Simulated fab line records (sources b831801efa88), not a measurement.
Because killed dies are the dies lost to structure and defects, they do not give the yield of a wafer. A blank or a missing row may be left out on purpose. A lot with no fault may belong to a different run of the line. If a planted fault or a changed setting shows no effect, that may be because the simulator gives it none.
What tool caused it? / flow sky130 / 9 lots with 27 wafers sampled at 6 steps, on a route of 708 steps

== WHAT THE GAUGES READ, wafer by wafer ==
SKY_VIA3_RS_MEAS_22: the measuring method here is four-point-probe. Usual: for VIA3_W_RS the level is 0.292 ohm/sq and the standard deviation is 0.0067.
lot=L505; measured=day 39 21:25; on=filmMetro-04; VIA3_W_RS (ohm/sq)=0.300 0.297 0.304; flag=
lot=L509; measured=day 40 20:26; on=filmMetro-03; VIA3_W_RS (ohm/sq)=0.281 0.283 0.296; flag=
lot=L515; measured=day 42 06:05; on=filmMetro-03; VIA3_W_RS (ohm/sq)=0.295 0.283 0.284; flag=
lot=L514; measured=day 42 17:37; on=filmMetro-01; VIA3_W_RS (ohm/sq)=0.286 0.284 0.298; flag=
lot=L516; measured=day 43 08:55; on=filmMetro-04; VIA3_W_RS (ohm/sq)=0.295 0.294 0.299; flag=
lot=L520; measured=day 44 06:52; on=filmMetro-04; VIA3_W_RS (ohm/sq)=0.297 0.286 0.284; flag=
lot=L519; measured=day 44 08:59; on=filmMetro-03; VIA3_W_RS (ohm/sq)=0.285 0.296 0.283; flag=
lot=L526; measured=day 45 22:20; on=filmMetro-03; VIA3_W_RS (ohm/sq)=0.297 0.300 0.299; flag=
lot=L527; measured=day 46 00:43; on=filmMetro-04; VIA3_W_RS (ohm/sq)=0.303 0.301 0.298; flag=

SKY_CAP2M_RS_MEAS_03: the measuring method here is four-point-probe. Usual: for CAP2M_TIN_RS the level is 6.91 ohm/sq and the standard deviation is 0.069.
lot=L505; measured=day 39 22:14; on=filmMetro-01; CAP2M_TIN_RS (ohm/sq)=6.96 6.96 6.92; flag=
lot=L509; measured=day 40 21:16; on=filmMetro-02; CAP2M_TIN_RS (ohm/sq)=6.89 6.93 6.99; flag=
lot=L515; measured=day 42 06:55; on=filmMetro-02; CAP2M_TIN_RS (ohm/sq)=7.01 6.92 6.93; flag=
lot=L514; measured=day 42 18:53; on=filmMetro-02; CAP2M_TIN_RS (ohm/sq)=6.91 6.97 6.88; flag=
lot=L516; measured=day 43 10:02; on=filmMetro-02; CAP2M_TIN_RS (ohm/sq)=6.80 6.76 6.81; flag=
lot=L520; measured=day 44 07:41; on=filmMetro-01; CAP2M_TIN_RS (ohm/sq)=6.94 6.91 6.97; flag=
lot=L519; measured=day 44 09:49; on=filmMetro-01; CAP2M_TIN_RS (ohm/sq)=6.92 6.95 6.87; flag=
lot=L526; measured=day 45 23:11; on=filmMetro-03; CAP2M_TIN_RS (ohm/sq)=6.73 6.60 6.65; flag=OFF
lot=L527; measured=day 46 01:32; on=filmMetro-02; CAP2M_TIN_RS (ohm/sq)=6.68 6.65 6.65; flag=OFF

SKY_CAP2M_THK_MEAS_04: measures by xrf. Usual: for CAP2M_TIN_THK the level is 203.3 nm and the standard deviation is 2.3.
lot=L505; measured=day 39 22:20; on=filmMetro-01; CAP2M_TIN_THK (nm)=201.3 202.4 203.3; flag=
lot=L509; measured=day 40 21:22; on=filmMetro-02; CAP2M_TIN_THK (nm)=204.4 202.5 201.1; flag=
lot=L515; measured=day 42 07:02; on=filmMetro-02; CAP2M_TIN_THK (nm)=200.5 202.6 202.5; flag=
lot=L514; measured=day 42 18:59; on=filmMetro-02; CAP2M_TIN_THK (nm)=202.9 200.8 203.5; flag=
lot=L516; measured=day 43 10:08; on=filmMetro-02; CAP2M_TIN_THK (nm)=207.0 208.8 206.3; flag=
lot=L520; measured=day 44 07:49; on=filmMetro-01; CAP2M_TIN_THK (nm)=202.5 204.1 202.2; flag=
lot=L519; measured=day 44 09:55; on=filmMetro-01; CAP2M_TIN_THK (nm)=204.4 202.9 204.9; flag=
lot=L526; measured=day 45 23:17; on=filmMetro-03; CAP2M_TIN_THK (nm)=206.8 210.9 209.4; flag=
lot=L527; measured=day 46 01:39; on=filmMetro-02; CAP2M_TIN_THK (nm)=210.7 211.0 211.6; flag=OFF

== EACH LOT AND THE TOOL THAT RAN IT (in order: tool; ch and the chambers of the sampled wafers; start) ==
lot=L505; SKY_VIA3_STRIP_16=plasmaAsher-04 ch 0,1, day 39 20:37; SKY_VIA3_CMP_24=cmp-02 ch 2,3, day 39 21:33; SKY_CAP2M_SPUTTER_02=pvdSputter-02, day 39 22:05
lot=L509; SKY_VIA3_STRIP_16=plasmaAsher-02 ch 0,1, day 40 19:38; SKY_VIA3_CMP_24=cmp-01 ch 0,1,2, day 40 20:35; SKY_CAP2M_SPUTTER_02=pvdSputter-04, day 40 21:08
lot=L515; SKY_VIA3_STRIP_16=plasmaAsher-01 ch 0,1, day 42 05:17; SKY_VIA3_CMP_24=cmp-01 ch 0,2,3, day 42 06:22; SKY_CAP2M_SPUTTER_02=pvdSputter-01, day 42 06:48
lot=L514; SKY_VIA3_STRIP_16=plasmaAsher-01 ch 0,1, day 42 16:47; SKY_VIA3_CMP_24=cmp-02 ch 2,3, day 42 18:15; SKY_CAP2M_SPUTTER_02=pvdSputter-04, day 42 18:45
lot=L516; SKY_VIA3_STRIP_16=plasmaAsher-04 ch 0,1, day 43 08:07; SKY_VIA3_CMP_24=cmp-02 ch 0,3, day 43 09:22; SKY_CAP2M_SPUTTER_02=pvdSputter-04, day 43 09:52
lot=L520; SKY_VIA3_STRIP_16=plasmaAsher-04 ch 0,1, day 44 06:05; SKY_VIA3_CMP_24=cmp-01 ch 0,2,3, day 44 07:03; SKY_CAP2M_SPUTTER_02=pvdSputter-02, day 44 07:35
lot=L519; SKY_VIA3_STRIP_16=plasmaAsher-02 ch 0,1, day 44 08:10; SKY_VIA3_CMP_24=cmp-02 ch 2,3, day 44 09:11; SKY_CAP2M_SPUTTER_02=pvdSputter-02, day 44 09:40
lot=L526; SKY_VIA3_STRIP_16=plasmaAsher-04 ch 0,1, day 45 21:32; SKY_VIA3_CMP_24=cmp-01 ch 0,1,2, day 45 22:36; SKY_CAP2M_SPUTTER_02=pvdSputter-04, day 45 23:03
lot=L527; SKY_VIA3_STRIP_16=plasmaAsher-01 ch 0,1, day 45 23:53; SKY_VIA3_CMP_24=cmp-02 ch 0,2,3, day 46 00:52; SKY_CAP2M_SPUTTER_02=pvdSputter-04, day 46 01:25
- SKY_VIA3_STRIP_16: strips in O2/N2.
- SKY_VIA3_CMP_24: polishes, stops on SiO2, t overpolish 20 s, target thk 0 nm.
- SKY_CAP2M_SPUTTER_02: material TiN, target thk 200 nm, time 166.7 s.

== WHAT THE TOOLS THEMSELVES READ (means of the sampled wafers that have a number; where no wafer has one, the mark that the record gives instead) ==
SKY_VIA3_STRIP_16. Usual: drypumpMotorCurrentA 5.6 A, standard deviation 0.59; oesProductAu 0.402 a.u., standard deviation 0.0045; stripTimeToEndpointS 4.129 s, standard deviation 0.026.
lot=L505; tool=plasmaAsher-04; drypumpMotorCurrentA (A)=5.3; oesProductAu (a.u.)=0.402; stripTimeToEndpointS (s)=4.142; flag=
lot=L509; tool=plasmaAsher-02; drypumpMotorCurrentA (A)=6.3; oesProductAu (a.u.)=0.403; stripTimeToEndpointS (s)=4.121; flag=
lot=L515; tool=plasmaAsher-01; drypumpMotorCurrentA (A)=5.1; oesProductAu (a.u.)=0.398; stripTimeToEndpointS (s)=4.150; flag=
lot=L514; tool=plasmaAsher-01; drypumpMotorCurrentA (A)=5.2; oesProductAu (a.u.)=0.402; stripTimeToEndpointS (s)=4.138; flag=
lot=L516; tool=plasmaAsher-04; drypumpMotorCurrentA (A)=5.3; oesProductAu (a.u.)=0.404; stripTimeToEndpointS (s)=4.122; flag=
lot=L520; tool=plasmaAsher-04; drypumpMotorCurrentA (A)=5.3; oesProductAu (a.u.)=0.405; stripTimeToEndpointS (s)=4.149; flag=
lot=L519; tool=plasmaAsher-02; drypumpMotorCurrentA (A)=6.3; oesProductAu (a.u.)=0.399; stripTimeToEndpointS (s)=4.119; flag=
lot=L526; tool=plasmaAsher-04; drypumpMotorCurrentA (A)=5.3; oesProductAu (a.u.)=0.407; stripTimeToEndpointS (s)=4.132; flag=
lot=L527; tool=plasmaAsher-01; drypumpMotorCurrentA (A)=5.4; oesProductAu (a.u.)=0.400; stripTimeToEndpointS (s)=4.098; flag=

SKY_VIA3_CMP_24. Usual: motorCurrentA 11.3 A, standard deviation 1.1; overpolishRunS 19.999 s, standard deviation 0.0097; retainingRingPressureFrac 1.000, standard deviation 0.0053; slurryFilterDpKPa 13.50 kPa, standard deviation 0.13; timeToEndpointS 97 s, standard deviation 4.9.
lot=L505; tool=cmp-02; motorCurrentA (A)=10.8; overpolishRunS (s)=20.007; retainingRingPressureFrac=1.006; slurryFilterDpKPa (kPa)=13.67; timeToEndpointS (s)=92; flag=
lot=L509; tool=cmp-01; motorCurrentA (A)=11.6; overpolishRunS (s)=19.998; retainingRingPressureFrac=1.000; slurryFilterDpKPa (kPa)=13.57; timeToEndpointS (s)=96; flag=
lot=L515; tool=cmp-01; motorCurrentA (A)=12.0; overpolishRunS (s)=19.990; retainingRingPressureFrac=0.999; slurryFilterDpKPa (kPa)=13.51; timeToEndpointS (s)=101; flag=
lot=L514; tool=cmp-02; motorCurrentA (A)=10.4; overpolishRunS (s)=20.005; retainingRingPressureFrac=1.003; slurryFilterDpKPa (kPa)=13.43; timeToEndpointS (s)=102; flag=
lot=L516; tool=cmp-02; motorCurrentA (A)=10.4; overpolishRunS (s)=20.001; retainingRingPressureFrac=0.995; slurryFilterDpKPa (kPa)=13.43; timeToEndpointS (s)=100; flag=
lot=L520; tool=cmp-01; motorCurrentA (A)=12.0; overpolishRunS (s)=19.987; retainingRingPressureFrac=1.002; slurryFilterDpKPa (kPa)=13.61; timeToEndpointS (s)=99; flag=
lot=L519; tool=cmp-02; motorCurrentA (A)=11.0; overpolishRunS (s)=20.005; retainingRingPressureFrac=1.000; slurryFilterDpKPa (kPa)=13.45; timeToEndpointS (s)=99; flag=
lot=L526; tool=cmp-01; motorCurrentA (A)=11.7; overpolishRunS (s)=19.998; retainingRingPressureFrac=0.998; slurryFilterDpKPa (kPa)=13.54; timeToEndpointS (s)=94; flag=
lot=L527; tool=cmp-02; motorCurrentA (A)=10.4; overpolishRunS (s)=19.999; retainingRingPressureFrac=1.000; slurryFilterDpKPa (kPa)=13.40; timeToEndpointS (s)=99; flag=

SKY_CAP2M_SPUTTER_02. Usual: chamberPressurePa 0.4001 Pa, standard deviation 0.00078; throttleValvePct 29.9 %, standard deviation 1.
lot=L505; tool=pvdSputter-02; chamberPressurePa (Pa)=0.4012; throttleValvePct (%)=30.5; flag=
lot=L509; tool=pvdSputter-04; chamberPressurePa (Pa)=0.3996; throttleValvePct (%)=29.7; flag=
lot=L515; tool=pvdSputter-01; chamberPressurePa (Pa)=0.4002; throttleValvePct (%)=30.3; flag=
lot=L514; tool=pvdSputter-04; chamberPressurePa (Pa)=0.4005; throttleValvePct (%)=29.7; flag=
lot=L516; tool=pvdSputter-04; chamberPressurePa (Pa)=0.4006; throttleValvePct (%)=30.2; flag=
lot=L520; tool=pvdSputter-02; chamberPressurePa (Pa)=0.4000; throttleValvePct (%)=30.4; flag=
lot=L519; tool=pvdSputter-02; chamberPressurePa (Pa)=0.4013; throttleValvePct (%)=30.6; flag=
lot=L526; tool=pvdSputter-04; chamberPressurePa (Pa)=0.3999; throttleValvePct (%)=29.7; flag=
lot=L527; tool=pvdSputter-04; chamberPressurePa (Pa)=0.3996; throttleValvePct (%)=29.5; flag=

== THE ANSWER, worked out from the rows above alone ==
Rule: a lot is off if the mean of its wafers that have a number lies more than 3 standard deviations from the usual mean. Also off: a lot with no number at a reading for which 4 or more lots have one. The other lots that the step has rows for count as sound. First the gauges in route order, then the tools' own readings, where a lot's mean is used as printed above. The first step at which some lot is off is used, and at that step the reading that is off furthest; a lot without a number counts as furthest.
Off: L526, L527, at SKY_CAP2M_RS_MEAS_03 (CAP2M_TIN_RS).
A tool fits if, at a process step before that reading, it ran every lot that is off, and no sound lot after the first of them. The gauges at SKY_CAP2M_RS_MEAS_03 are tried like those tools. One candidate fits, namely pvdSputter-04 at SKY_CAP2M_SPUTTER_02. A fault onset in the window from L516 (day 43 09:52, its last sound lot) to L526 (day 45 23:03, its first lot off) fits.

== WHAT WAS PUT IN BY THE SIMULATOR ==
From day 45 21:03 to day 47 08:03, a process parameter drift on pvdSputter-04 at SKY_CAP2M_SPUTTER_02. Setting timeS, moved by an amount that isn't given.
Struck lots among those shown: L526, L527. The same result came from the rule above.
